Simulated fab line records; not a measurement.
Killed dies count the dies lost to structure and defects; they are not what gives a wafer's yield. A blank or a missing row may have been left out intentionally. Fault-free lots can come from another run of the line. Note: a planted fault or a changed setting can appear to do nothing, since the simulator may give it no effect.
Comparing a struck lot with a sound one -- flow sfqLine -- 42 out of 325 route steps
Sound: the wafers L805.3, L805.4, L805.6. Struck: wafer L803.2 (left out: L803.4, L803.6 of the same lot, which were not struck); the cause appears at the end.
At each step with rows: each side's tool, then ch and its chambers, then its first start. Under that, the readings that differ: sound wafers -- struck wafers -- difference of the means -- sigmas: that difference in standard deviations of wafers without a fault.
alike: readings whose means differ by less than 2 such deviations, and words and numbers that are the same on both sides. not compared: withheld readings, readings that some wafer has no value for, bounds like >300 that may hide the same value, and numbers for which the record gives no deviation and whose values overlap.
Wherever a step has rows on one side only, a row that says differs or no value, or a row with sigmas, the two part there. Non-overlapping numbers with no deviation appear without sigmas and do not part them. Lack of a reading on every wafer of one side parts them only where that side has two or more wafers.

first, 6 steps without rows for these wafers: SFQ_TRILAYER_L0_VIA_LITHO_COAT_018 (resist thk 62 nm); SFQ_TRILAYER_L0_VIA_LITHO_COAT_013 (resist thk 650 nm); SFQ_TRILAYER_L0_VIA_LITHO_SOFTBAKE_017; SFQ_TRILAYER_L0_VIA_LITHO_EXPOSE_014 (exposes mask L0V, target cd 700 nm); SFQ_TRILAYER_L0_VIA_LITHO_PEB_016 (peb time 60 s); SFQ_TRILAYER_L0_VIA_LITHO_DEVELOP_015 (time 60 s).
SFQ_L0V_OVL_MEAS_903:
  struck on overlay-02, day 10 22:32; sound on overlay-01, day 11 12:36
  alike: L0V_OVL
SFQ_TRILAYER_L0_VIA_BARC_OPEN_VIA_ETCH_021: etches BARC in O2, target depth 125 nm, time 41.7 s.
  sound on rieDiel-04 ch 1,3, day 11 12:37; struck on rieDiel-04 ch 1, day 10 22:34
  alike: drypumpMotorCurrentA, oesProductAu
  not compared: rfHoursCounterH
then, 4 steps without rows for these wafers: SFQ_TRILAYER_L0_VIA_ETCH_VIA_ETCH_016 (etches SiO2 in CHF3, stops on MoNx KI, target depth 80 nm); SFQ_TRILAYER_L0_VIA_STRIP_STRIP_017 (strips in O2); SFQ_TRILAYER_L0_VIA_STRIP_SOLV_CLEAN_018 (cleans in NMP, time 600 s); SFQ_TRILAYER_M0_DEP_PRE_CLEAN_020 (time 15 s).
SFQ_TRILAYER_M0_DEP_SPUTTER_019: material Nb, target thk 200 nm, time 133.3 s.
  struck on pvdSputter-03, day 11 00:03; sound on pvdSputter-05, day 11 14:07
reading,sound,struck,difference,sigmas
model.Nb_of_TRILAYER_M0_DEP_SPUTTER_019.thkNm (nm),203.1 198.1 196.6,190.9,-8.4,
  alike: throttleValvePct
SFQ_M0_RS_MEAS_904: the measuring method here is four-point-probe.
  struck on filmMetro-02, day 11 00:10; sound on filmMetro-03, day 11 14:14
reading,sound,struck,difference,sigmas
M0_NB_RS (ohm/sq),0.877 0.901 0.907,0.932,+0.037,+3
then, 6 steps without rows for these wafers: SFQ_TRILAYER_M0_LITHO_COAT_026 (resist thk 62 nm); SFQ_TRILAYER_M0_LITHO_COAT_021 (resist thk 600 nm); SFQ_TRILAYER_M0_LITHO_SOFTBAKE_025; SFQ_TRILAYER_M0_LITHO_EXPOSE_022 (exposes mask M0, target cd 500 nm); SFQ_TRILAYER_M0_LITHO_PEB_024 (peb time 60 s); SFQ_TRILAYER_M0_LITHO_DEVELOP_023 (time 60 s).
-- the record jumps here: 4 days lie between the struck wafers' starts before and after --
SFQ_M0_OVL_MEAS_906:
  struck on overlay-01, day 15 10:27; sound on overlay-02, day 16 05:40
reading,sound,struck,difference,sigmas
M0_OVL (nm),-2 5 -2,-15,-15,-2
then, 1 step without rows for these wafers: SFQ_TRILAYER_M0_BARC_OPEN_METAL_ETCH_031 (etches BARC in O2, target depth 125 nm, time 41.7 s).
SFQ_TRILAYER_M0_ETCH_METAL_ETCH_024: etches Nb in Cl2/Ar, stops on SiO2, target depth 240 nm, time 120 s.
  sound on rieMetal-01 ch 0, day 16 05:53; struck on rieMetal-04 ch 0, day 15 10:34
reading,sound,struck,difference,sigmas
oesProductAu (a.u.),0.902 0.887 0.892,0.871,-0.023,-3
rfHoursCounterH (h),- - -,24,no value on the sound wafers,
model.etch.depthNm (nm),203.1 198.1 196.6,190.9,-8.4,
model.M0.featureDepthNm (nm),203.1 198.1 196.6,190.9,-8.4,
  alike: drypumpMotorCurrentA
SFQ_TRILAYER_M0_STRIP_STRIP_025: strips in O2.
  sound on rieMetal-01 ch 0, day 16 06:27; struck on rieMetal-04 ch 0, day 15 10:44
reading,sound,struck,difference,sigmas
oesProductAu (a.u.),0.966 0.976 0.969,1.020,+0.050,+3
rfHoursCounterH (h),- - -,24,no value on the sound wafers,
  alike: drypumpMotorCurrentA
then, 2 steps without rows for these wafers: SFQ_TRILAYER_M0_STRIP_SOLV_CLEAN_026 (cleans in NMP, time 600 s); SFQ_TRILAYER_I0_DEP_PECVD_027 (deposits SiO2 from SiH4/N2O, time 111.11 s, target thk 500 nm).
SFQ_TRILAYER_I0_CMP_CMP_028: polishes SiO2.
  sound on cmp-02 ch 0,1,3, day 16 08:00; struck on cmp-01 ch 3, day 15 12:43
reading,sound,struck,difference,sigmas
motorCurrentA (A),9.7 9.1 9.6,11.3,+1.8,+2
  alike: edgeZonePressureFrac, timeToEndpointS
SFQ_I0_BOW_MEAS_907:
  struck on filmMetro-04, day 15 15:44; sound on filmMetro-04, day 16 10:32
  alike: I0_BOW
SFQ_TRILAYER_I0_METRO_MEASURE_029:
  struck on filmMetro-04, day 15 16:02; sound on filmMetro-04, day 16 11:01
reading,sound,struck,difference,sigmas
thkNm (nm),199.1 199.3 197.7,201.4,+2.7,+2
then, 6 steps without rows for these wafers: SFQ_TRILAYER_I0_VIA_LITHO_COAT_036 (resist thk 62 nm); SFQ_TRILAYER_I0_VIA_LITHO_COAT_031 (resist thk 650 nm); SFQ_TRILAYER_I0_VIA_LITHO_SOFTBAKE_035; SFQ_TRILAYER_I0_VIA_LITHO_EXPOSE_032 (exposes mask I0, target cd 500 nm); SFQ_TRILAYER_I0_VIA_LITHO_PEB_034 (peb time 60 s); SFQ_TRILAYER_I0_VIA_LITHO_DEVELOP_033 (time 60 s).
-- the record jumps here: 6 days lie between the struck wafers' starts before and after --
SFQ_I0_OVL_MEAS_908:
  struck on overlay-01, day 21 08:32; sound on overlay-02, day 22 02:32
  alike: I0_OVL
SFQ_TRILAYER_I0_VIA_BARC_OPEN_VIA_ETCH_046: etches BARC in O2, target depth 125 nm, time 41.7 s.
  sound on rieDiel-03 ch 0,3, day 22 02:34; struck on rieDiel-03 ch 3, day 21 08:34
  alike: drypumpMotorCurrentA, oesProductAu
  not compared: rfHoursCounterH
then, 4 steps without rows for these wafers: SFQ_TRILAYER_I0_VIA_ETCH_VIA_ETCH_034 (etches SiO2 in CHF3, stops on Nb, target depth 260 nm); SFQ_TRILAYER_I0_VIA_STRIP_STRIP_035 (strips in O2); SFQ_TRILAYER_I0_VIA_STRIP_SOLV_CLEAN_036 (cleans in NMP, time 600 s); SFQ_TRILAYER_M1_DEP_PRE_CLEAN_038 (time 22.5 s).
-- the record jumps here: 58 days lie between the struck wafers' starts before and after --
SFQ_M8_BOW_MEAS_951:
  struck on filmMetro-03, day 79 12:06; sound on filmMetro-01, day 80 10:38
reading,sound,struck,difference,sigmas
M8_BOW (um),22 28 21,-6,-30,-2
model.etest.m0.ohmUm,1.752 1.789 1.804,1.875,+0.093,
model.etest.i0.linkOhm,1.952 1.977 1.981,2.018,+0.048,
model.etest.m0.ohmSq,0.8768 0.8991 0.9058,0.9326,+0.0387,

WHERE THEY PART
First at SFQ_M0_RS_MEAS_904; last, within this record, at SFQ_M8_BOW_MEAS_951.

WHY: what had been put in by the simulator
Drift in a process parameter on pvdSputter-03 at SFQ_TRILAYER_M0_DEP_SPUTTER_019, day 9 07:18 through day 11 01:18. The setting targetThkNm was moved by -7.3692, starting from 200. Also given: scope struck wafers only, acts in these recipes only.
